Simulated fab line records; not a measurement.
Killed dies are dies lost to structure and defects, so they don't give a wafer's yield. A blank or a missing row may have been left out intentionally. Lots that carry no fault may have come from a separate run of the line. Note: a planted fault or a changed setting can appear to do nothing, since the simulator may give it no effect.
Chamber matching -- flow gf180mcu -- 4 sister chambers for GF_V3_ETCH_16 on rie-diel-04
The step etches BARC in N2/H2. 16 wafers are shown with their chamber, then 8 later ones without.

## EACH WAFER AND ITS CHAMBER
wafer,chamber,drypump-motor-current-A (A),oes-product-au (a.u.),throttle-valve-pct (%)
L080.2,3,5.1,0.849,13.231
L080.4,0,6.0,0.853,13.233
L080.6,0,6.0,0.863,13.222
L082.2,2,6.1,0.847,13.229
L082.3,1,5.5,0.846,13.224
L082.4,3,5.1,0.855,13.236
L087.3,1,5.5,0.853,13.234
L087.4,3,5.1,0.861,13.230
L087.5,1,5.4,0.858,13.218
L088.1,1,5.4,0.855,13.226
L088.3,0,6.0,0.859,13.227
L088.6,1,5.4,0.856,13.221
L089.1,1,5.5,0.846,13.212
L089.3,0,6.0,0.854,13.229
L089.5,1,5.4,0.852,13.221
L092.1,1,5.5,0.861,13.228

SIGNATURES (averages over the wafers above)
reading,chamber 0,chamber 1,chamber 2,chamber 3,scatter within a chamber
drypump-motor-current-A,6.000,5.450,6.100,5.100,0.0408
oes-product-au,0.85725,0.85337,0.84700,0.85500,0.0053
throttle-valve-pct,13.22775,13.22300,13.22900,13.23233,0.00573
Rule: for a wafer and a chamber, the distance is found by dividing, reading by reading, the gap between the wafer's reading and the chamber's mean by the reading's scatter, squaring, summing and taking the root. If the next closest chamber is less than 2 further off than the closest, the wafer can't be placed; otherwise it belongs to the closest. How the scatter is found: for the shown wafers, subtract from each reading the mean of its chamber, square and add these, divide the total by (wafers less chambers), then take the root.

## WAFERS MISSING THEIR CHAMBER
wafer,drypump-motor-current-A (A),oes-product-au (a.u.),throttle-valve-pct (%)
L092.2,6.0,0.854,13.217
L092.6,5.1,0.865,13.228
L095.1,6.0,0.851,13.199
L095.4,6.1,0.853,13.227
L095.6,5.4,0.847,13.221
L096.1,6.1,0.856,13.231
L096.4,5.1,0.851,13.226
L096.5,6.0,0.849,13.222

## EACH ONE'S CHAMBER
wafer,from the rows above,in truth
L092.2,can't be placed: 0 or 2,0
L092.6,3,3
L095.1,can't be placed: 0 or 2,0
L095.4,can't be placed: 2 or 0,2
L095.6,1,1
L096.1,can't be placed: 2 or 0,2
L096.4,3,3
L096.5,can't be placed: 0 or 2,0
3 of 8 placed correctly. These rows do not allow placing 5 (true chamber among the candidates in 5). Number placed wrongly: 0.
